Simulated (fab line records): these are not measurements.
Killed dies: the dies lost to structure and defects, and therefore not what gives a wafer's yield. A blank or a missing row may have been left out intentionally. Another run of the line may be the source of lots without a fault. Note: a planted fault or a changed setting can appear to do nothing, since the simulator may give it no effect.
fab line records	flow sky130
record lots=6	wafers=18	lastDay=50
route steps=708 shown NWELL@65 PAD_OPEN@708
lots that met no fault: taken from a fault-free run of the same line
startH: hours from the record's first day to the start of the lot's first wafer shown	waitH: hours elapsed since this lot's preceding step	" as in the row above	L1.1+2: several wafers, shown together as one row	- either no value or no given start	* or withheld: withheld	< > ~ a bound
route shown NAME@n: NAME is a module with steps in the file, n the number in the route of the first one	usual: average and standard deviation across the fault-free wafers	same: alike in all rows	chamber/n: place in a boat	sites: each site's reading	_std_site: their standard deviation	_edge_site: mean of outer sites minus mean of inner sites	radiusMm: how far each site lies from the wafer's centre	mask NAME#n: copy n	behind: the most recent tool/chamber to have shaped the wafer	hold: the reason the lot was held/the length of the hold in hours/how it ended	device: which transistor (n, p or np) failed to switch	end of line: tests of these same wafers at the route's end	where a step has no rows: the recipe by itself	killed: dies lost to structure and defects at the first sort, not the wafer's yield	map: per-die view of a wafer (x killed, . not killed, _ where there is no die)
set.NAME: the setting as run; set.NAME@STEP: as run at that earlier step	model.NAME: the simulator's own value behind a step, which no gauge read
a table for each step, a row for each wafer; lots at some steps of the route
services: the hour from which a tool's chamber was out of use, counted from the record's first day as startH (under 0 if before that day), plus the number of hours and why
## steps
# step SKY_NWELL_IMPLANT_12
# recipe species=P	energyKev=120	doseCm2=1.3e+12	tiltDeg=withheld
# step SKY_NWELL_IMPLANT_13
# recipe species=P	energyKev=50	doseCm2=7e+11	tiltDeg=withheld
# step SKY_NWELL_STRIP_14
# recipe chemistry=O2/N2	powerW=1400	pressureMtorr=1500	platenTempC=withheld	o2FlowSccm=3000	n2FlowSccm=300	overashFraction=0.5
# usual drypumpMotorCurrentA=5.92/0.28	oesProductAu=0.723/0.0046	stripTimeToEndpointS=36.93/0.095
lot.wafer	tool	chamber	startH	waitH	drypumpMotorCurrentA	oesProductAu	rfHoursCounterH	stripTimeToEndpointS
L496.1	plasmaAsher-03	0	135.88	0.1	5.59	0.719	45	37.07
L496.3	"	1	"	"	5.96	0.722	-	36.94
L496.5	"	1	"	"	5.99	0.721	-	37.05
L498.1	plasmaAsher-04	0	143.55	0.1	6.22	0.724	46	36.89
L498.3	"	1	"	"	5.93	0.728	-	36.81
L498.5	"	1	"	"	5.93	0.727	-	36.79
L501.1	plasmaAsher-04	0	164.03	0.1	6.23	0.725	48	36.81
L501.2	"	1	"	"	5.92	0.727	48	36.77
L501.5	"	1	"	"	5.91	0.723	-	36.85
L502.2	plasmaAsher-02	1	165.80	0.1	6.14	0.724	5	36.92
L502.3	"	1	"	"	6.13	0.721	-	36.82
L502.5	"	1	"	"	6.16	0.726	-	36.98
L509.1	plasmaAsher-02	0	208.38	0.1	5.49	0.720	9	37.20
L509.2	"	1	"	"	6.18	0.727	9	37.02
L509.6	"	1	"	"	6.17	0.725	-	37.05
L511.1	plasmaAsher-03	0	221.83	0.1	5.55	0.727	54	37.03
L511.2	"	1	"	"	6.02	0.720	54	36.99
L511.6	"	1	"	"	6.03	0.725	-	36.96
# step SKY_NWELL_TW_MEAS_15
# usual NWELL_TW=1796/14
lot.wafer	tool	chamber	startH	waitH	NWELL_TW
L496.1	filmMetro-02	-	135.98	0.1	1787
L496.3	"	-	"	"	1785
L496.5	"	-	"	"	1785
L498.1	filmMetro-04	-	143.65	0.1	1795
L498.3	"	-	"	"	1789
L498.5	"	-	"	"	1796
L501.1	filmMetro-02	-	164.13	0.1	1770
L501.2	"	-	"	"	1773
L501.5	"	-	"	"	1781
L502.2	filmMetro-01	-	165.91	0.1	1815
L502.3	"	-	"	"	1810
L502.5	"	-	"	"	1823
L509.1	filmMetro-04	-	208.48	0.1	1780
L509.2	"	-	"	"	1791
L509.6	"	-	"	"	1788
L511.1	filmMetro-04	-	221.93	0.1	1807
L511.2	"	-	"	"	1799
L511.6	"	-	"	"	1805
# step SKY_NWELL_DEHYDRATE_16
# recipe tempC=200	timeS=60
# step SKY_NWELL_HMDS_17
# recipe primeTimeS=60	primeTempC=120
# step SKY_NWELL_COAT_18
# recipe spinRpm=2000	resistThkNm=3000
# step SKY_NWELL_SOFTBAKE_19
# recipe tempC=110	timeS=withheld
# step SKY_NWELL_EXPOSE_20
# recipe maskId=NWM_COMPLEMENT	na=0.6	sourceShape=conventional	sigmaOuter=0.6	polarization=unpolarized	targetCdNm=840	doseMj=260
# step SKY_NWELL_PEB_21
# recipe tempC=115	timeS=withheld
# step SKY_NWELL_DEVELOP_22
# recipe wallAngleDeg=90	developer=TMAH	developTimeS=60	devTempC=23
# step SKY_NWELL_OVL_MEAS_23
# usual NWELL_01_OVL=-0.1/1.4
lot.wafer	tool	chamber	startH	waitH	NWELL_01_OVL[nm]
L496.1	overlay-01	-	155.66	-	0.1
L496.3	"	-	"	"	0.7
L496.5	"	-	"	"	-1.3
L498.1	overlay-02	-	163.51	-	-0.5
L498.3	"	-	"	"	0.8
L498.5	"	-	"	"	0.7
L501.1	overlay-02	-	184.34	-	-1.1
L501.2	"	-	"	"	-1.5
L501.5	"	-	"	"	-1.4
L502.2	overlay-01	-	186.05	-	-0.5
L502.3	"	-	"	"	-1.0
L502.5	"	-	"	"	-0.1
L509.1	overlay-01	-	230.39	-	-0.9
L509.2	"	-	"	"	-0.3
L509.6	"	-	"	"	-0.3
L511.1	overlay-01	-	243.91	-	1.7
L511.2	"	-	"	"	3.0
L511.6	"	-	"	"	1.1
# step SKY_NWELL_IMPLANT_24
# recipe species=B	energyKev=140	doseCm2=9.2e+12	tiltDeg=withheld
# usual doseIonsCm2=9.2e+12/9.5e+09	faradayCurrentUA=51.9/1.1
lot.wafer	tool	chamber	startH	waitH	doseIonsCm2	faradayCurrentUA
L496.1	implanter-02	0	155.70	0.0	9.191e+12	52.6
L496.3	"	0	"	"	9.201e+12	53.4
L496.5	"	0	"	"	9.192e+12	51.2
L498.1	implanter-02	0	163.55	0.0	9.181e+12	51.6
L498.3	"	0	"	"	9.168e+12	52.9
L498.5	"	0	"	"	9.195e+12	50.8
L501.1	implanter-02	0	184.38	0.0	9.921e+12	55.9
L501.2	"	0	"	"	9.927e+12	56.6
L501.5	"	0	"	"	9.919e+12	57.2
L502.2	implanter-02	0	186.10	0.0	9.935e+12	53.9
L502.3	"	0	"	"	9.928e+12	54.5
L502.5	"	0	"	"	9.929e+12	56.6
L509.1	implanter-03	0	230.43	0.0	9.192e+12	52.1
L509.2	"	0	"	"	9.192e+12	52.0
L509.6	"	0	"	"	9.196e+12	52.7
L511.1	implanter-03	0	243.95	0.0	9.204e+12	51.2
L511.2	"	0	"	"	9.197e+12	52.0
L511.6	"	0	"	"	9.196e+12	50.5
# step SKY_NWELL_STRIP_25
# recipe chemistry=O2/N2	powerW=1400	pressureMtorr=1500	platenTempC=withheld	o2FlowSccm=3000	n2FlowSccm=300	overashFraction=0.5
# usual drypumpMotorCurrentA=5.90/0.27	oesProductAu=0.722/0.0046	stripTimeToEndpointS=36.90/0.1
lot.wafer	tool	chamber	startH	waitH	drypumpMotorCurrentA	oesProductAu	rfHoursCounterH	stripTimeToEndpointS
L496.1	plasmaAsher-04	1	155.85	0.1	5.93	0.719	47	36.86
L496.3	"	1	"	"	5.93	0.726	-	36.71
L496.5	"	0	"	"	6.25	0.727	-	36.79
L498.1	plasmaAsher-03	0	163.70	0.1	5.56	0.720	48	36.99
L498.3	"	0	"	"	5.54	0.722	-	37.00
L498.5	"	0	"	"	5.54	0.727	-	36.97
L501.1	plasmaAsher-03	1	184.53	0.1	6.05	0.724	50	36.79
L501.2	"	0	"	"	5.53	0.726	50	36.68
L501.5	"	1	"	"	6.05	0.725	-	36.87
L502.2	plasmaAsher-02	0	186.23	0.1	5.47	0.725	7	37.06
L502.3	"	1	"	"	6.15	0.724	-	36.94
L502.5	"	1	"	"	6.15	0.717	-	37.08
L509.1	plasmaAsher-03	0	230.58	0.1	5.52	0.724	55	36.99
L509.2	"	1	"	"	6.00	0.717	55	36.98
L509.6	"	0	"	"	5.52	0.724	-	36.93
L511.1	plasmaAsher-03	1	244.10	0.1	6.07	0.727	56	36.94
L511.2	"	0	"	"	5.60	0.717	56	36.96
L511.6	"	0	"	"	5.58	0.735	-	36.97
# step SKY_PAD_OPEN_PROBE_99
# usual killed_at_M0_to_M3=43/6.7	killed_at_M4_up=3.0/1.9	killedAtContacts=25/5.4	killedAtFrontEnd=16/4.5	killedAtOther=0.4/0.62	killedDies=87/9.6	killedOpen=47/7	killedShort=39/6.1
# same grossDies=492	killedAtBackSide=0
lot.wafer	tool	chamber	startH	waitH	killed_at_M0_to_M3	killed_at_M4_up	killedAtContacts	killedAtFrontEnd	killedAtOther	killedDies	killedOpen	killedShort	model.etest.pfet_16v.rOnOhmUm	model.etest.resPwellUnderGate.rsOhmSq	model.etest.fieldN.vtV
L496.1	prober-01	-	1127.79	0.1	41	4	30	21	0	96	51	45	1.555e+04	2300	36.02
L496.3	prober-01	-	1127.89	0.2	49	5	26	11	1	92	53	39	1.538e+04	2313	35.87
L496.5	prober-01	-	1127.99	0.2	39	1	28	24	0	92	52	40	1.55e+04	2314	35.88
L498.1	prober-01	-	1135.69	0.1	32	5	36	14	0	87	52	35	1.533e+04	2280	36.2
L498.3	prober-01	-	1135.79	0.2	43	1	26	9	0	79	43	36	1.485e+04	2282	34.57
L498.5	prober-01	-	1135.89	0.2	35	4	26	21	0	86	46	37	1.535e+04	2280	35.96
L501.1	prober-02	-	1151.68	0.1	50	8	26	14	0	98	51	45	1.468e+04	2182	37.73
L501.2	prober-02	-	1151.73	0.1	43	7	24	13	0	87	43	44	1.433e+04	2177	36.85
L501.5	prober-02	-	1151.88	0.2	44	3	21	8	1	77	45	32	1.451e+04	2186	37.23
L502.2	prober-01	-	1155.99	0.1	36	7	25	26	0	94	47	47	1.433e+04	2150	35.69
L502.3	prober-01	-	1156.04	0.2	45	0	25	9	0	79	44	35	1.485e+04	2165	37.3
L502.5	prober-01	-	1156.14	0.2	38	2	29	12	0	81	40	41	1.46e+04	2158	36.99
L509.1	prober-02	-	1191.11	0.1	40	1	31	20	1	93	56	37	1.512e+04	2272	36.16
L509.2	prober-02	-	1191.16	0.1	34	2	18	16	0	70	37	33	1.5e+04	2282	35.72
L509.6	prober-02	-	1191.36	0.2	36	0	27	25	0	88	49	39	1.509e+04	2282	35.98
L511.1	prober-02	-	1196.39	0.1	34	1	34	17	0	86	51	35	1.498e+04	2295	34.68
L511.2	prober-02	-	1196.44	0.1	42	6	23	17	0	88	50	38	1.54e+04	2294	36.1
L511.6	prober-02	-	1196.64	0.2	40	4	22	14	0	80	38	42	1.53e+04	2290	35.79
# killed by level:class
L496.1 VIA1:geometricParticle:open=10 LI_CONTACT:geometricParticle:open=9 CONTACT:geometricParticle:open=9 VIA1:geometricParticle:short=8 VIA2:geometricParticle:open=7 FIELD_ISO:geometricParticle:short=5 LOCAL_INTERCONNECT:geometricParticle:short=5 POLY_GATE:geometricParticle:open=4
L496.3 VIA1:geometricParticle:open=12 LI_CONTACT:geometricParticle:open=9 LOCAL_INTERCONNECT:geometricParticle:short=8 VIA1:geometricParticle:short=6 VIA2:geometricParticle:open=6 VIA3:geometricParticle:open=6 FIELD_ISO:geometricParticle:open=4 CONTACT:geometricParticle:open=4
L496.5 CONTACT:geometricParticle:open=15 VIA1:geometricParticle:open=14 FIELD_ISO:geometricParticle:short=6 VIA3:geometricParticle:open=6 POLY_GATE:geometricParticle:short=5 LOCAL_INTERCONNECT:geometricParticle:short=5 METAL2:geometricParticle:short=5 FIELD_ISO:geometricParticle:open=4
L498.1 CONTACT:geometricParticle:open=16 CONTACT:geometricParticle:short=8 VIA2:geometricParticle:open=8 LI_CONTACT:geometricParticle:open=6 METAL2:geometricParticle:short=6 VIA3:geometricParticle:open=6 FIELD_ISO:geometricParticle:short=5 METAL1:geometricParticle:short=5
L498.3 CONTACT:geometricParticle:open=14 VIA1:geometricParticle:open=11 FIELD_ISO:geometricParticle:short=6 METAL2:geometricParticle:short=6 VIA3:geometricParticle:open=6 LI_CONTACT:geometricParticle:open=5 VIA1:geometricParticle:short=5 VIA3:geometricParticle:short=5
L498.5 VIA1:geometricParticle:open=11 CONTACT:geometricParticle:open=9 FIELD_ISO:geometricParticle:open=7 CONTACT:geometricParticle:short=7 VIA2:geometricParticle:open=5 FIELD_ISO:geometricParticle:short=4 LI_CONTACT:geometricParticle:short=4 METAL4:geometricParticle:short=4
L501.1 VIA1:geometricParticle:open=13 CONTACT:geometricParticle:open=9 CONTACT:geometricParticle:short=8 VIA2:geometricParticle:open=8 VIA1:geometricParticle:short=5 VIA3:geometricParticle:open=5 METAL4:geometricParticle:short=5 FIELD_ISO:geometricParticle:open=4
L501.2 LI_CONTACT:geometricParticle:open=12 VIA3:geometricParticle:open=8 VIA1:geometricParticle:short=7 VIA2:geometricParticle:short=5 VIA2:geometricParticle:open=5 METAL4:geometricParticle:short=5 VIA1:geometricParticle:open=4 METAL2:geometricParticle:short=4
L501.5 CONTACT:geometricParticle:open=11 VIA1:geometricParticle:open=10 VIA2:geometricParticle:open=8 LI_CONTACT:geometricParticle:open=4 VIA1:geometricParticle:short=4 VIA2:geometricParticle:short=4 VIA3:geometricParticle:open=4 CONTACT:geometricParticle:short=3
L502.2 CONTACT:geometricParticle:open=9 FIELD_ISO:geometricParticle:short=8 METAL4:geometricParticle:short=7 VIA3:geometricParticle:open=7 POLY_GATE:geometricParticle:open=6 POLY_GATE:geometricParticle:short=6 VIA1:geometricParticle:open=6 METAL2:geometricParticle:short=5
L502.3 LI_CONTACT:geometricParticle:open=12 VIA3:geometricParticle:open=10 VIA1:geometricParticle:short=9 VIA2:geometricParticle:open=6 VIA1:geometricParticle:open=5 METAL2:geometricParticle:short=5 METAL1:geometricParticle:short=5 CONTACT:geometricParticle:open=4
L502.5 CONTACT:geometricParticle:open=8 CONTACT:geometricParticle:short=7 VIA3:geometricParticle:open=7 LI_CONTACT:geometricParticle:open=6 LI_CONTACT:geometricParticle:short=5 VIA1:geometricParticle:open=5 VIA2:geometricParticle:short=4 VIA3:geometricParticle:short=4
L509.1 CONTACT:geometricParticle:open=13 VIA1:geometricParticle:open=12 FIELD_ISO:geometricParticle:open=6 VIA2:geometricParticle:open=6 VIA3:geometricParticle:open=6 LI_CONTACT:geometricParticle:short=5 VIA1:geometricParticle:short=5 FIELD_ISO:geometricParticle:short=4
L509.2 VIA1:geometricParticle:open=8 CONTACT:geometricParticle:open=7 METAL1:geometricParticle:short=6 FIELD_ISO:geometricParticle:short=5 LOCAL_INTERCONNECT:geometricParticle:short=5 FIELD_ISO:geometricParticle:open=4 VIA1:geometricParticle:short=4 VIA3:geometricParticle:open=4
L509.6 CONTACT:geometricParticle:open=11 POLY_GATE:geometricParticle:open=8 VIA1:geometricParticle:short=7 CONTACT:geometricParticle:short=6 VIA1:geometricParticle:open=6 VIA3:geometricParticle:open=6 FIELD_ISO:geometricParticle:open=5 METAL2:geometricParticle:short=5
L511.1 LI_CONTACT:geometricParticle:open=12 CONTACT:geometricParticle:open=12 VIA1:geometricParticle:open=9 POLY_GATE:geometricParticle:open=5 METAL2:geometricParticle:short=5 VIA2:geometricParticle:short=5 FIELD_ISO:geometricParticle:short=4 CONTACT:geometricParticle:short=4
L511.2 VIA1:geometricParticle:open=12 LI_CONTACT:geometricParticle:open=11 VIA2:geometricParticle:open=8 CONTACT:geometricParticle:short=5 CONTACT:geometricParticle:open=4 METAL1:geometricParticle:short=4 VIA1:geometricParticle:short=4 METAL4:geometricParticle:short=4
L511.6 CONTACT:geometricParticle:open=8 LOCAL_INTERCONNECT:geometricParticle:short=7 VIA1:geometricParticle:open=7 VIA3:geometricParticle:open=7 VIA1:geometricParticle:short=5 METAL1:geometricParticle:short=4 METAL2:geometricParticle:short=4 VIA3:geometricParticle:short=4
## services
tool	chamber	startH	hours	kind
plasmaAsher-02	0	117.75	-	clean
plasmaAsher-02	1	117.75	-	clean
plasmaAsher-03	-	122.20	0.8	repair
implanter-03	-	151.66	4.1	pm
plasmaAsher-02	-	158.44	6.1	repair
plasmaAsher-02	-	159.31	2.5	repair
implanter-03	-	170.66	1.7	repair
plasmaAsher-04	-	186.73	5.8	repair
plasmaAsher-02	-	203.66	2.8	pm
implanter-03	-	211.46	4.1	pm
implanter-02	-	216.04	1.7	repair
implanter-02	-	216.10	1.3	repair
implanter-03	-	219.24	5.8	repair
## key
firstSign step=SKY_NWELL_IMPLANT_24	reading=doseIonsCm2	direction=up	sigmas=76	usual=*	struck=*
effect step=SKY_NWELL_IMPLANT_24	reading=faradayCurrentUA	direction=up	sigmas=3.6	usual=51.9	struck=55.8
modelEffect step=SKY_PAD_OPEN_PROBE_99	value=etest.pfet_16v.rOnOhmUm	without=1.508e+04	struck=1.455e+04
metAt SKY_NWELL_IMPLANT_24
struckWafers L501.1,L501.2,L501.5,L502.2,L502.3,L502.5
testerLeftOut L501,L502
onsetBetween 163.55 184.38
fault kind=processParameterDrift	tool=implanter-02	chamber=-	onsetH=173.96	steps=SKY_NWELL_IMPLANT_24	channel=doseCm2	offset=*	shape=step	endH=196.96	actsIn=*	stated=*
# testerLeftOut: of these lots the tester's yield and bins aren't shown, on N5 and GAA mostly nor the transistor test; their killed dies are dies lost to structure and defects alone, not to doping, threshold or leakage, so they don't give the yield
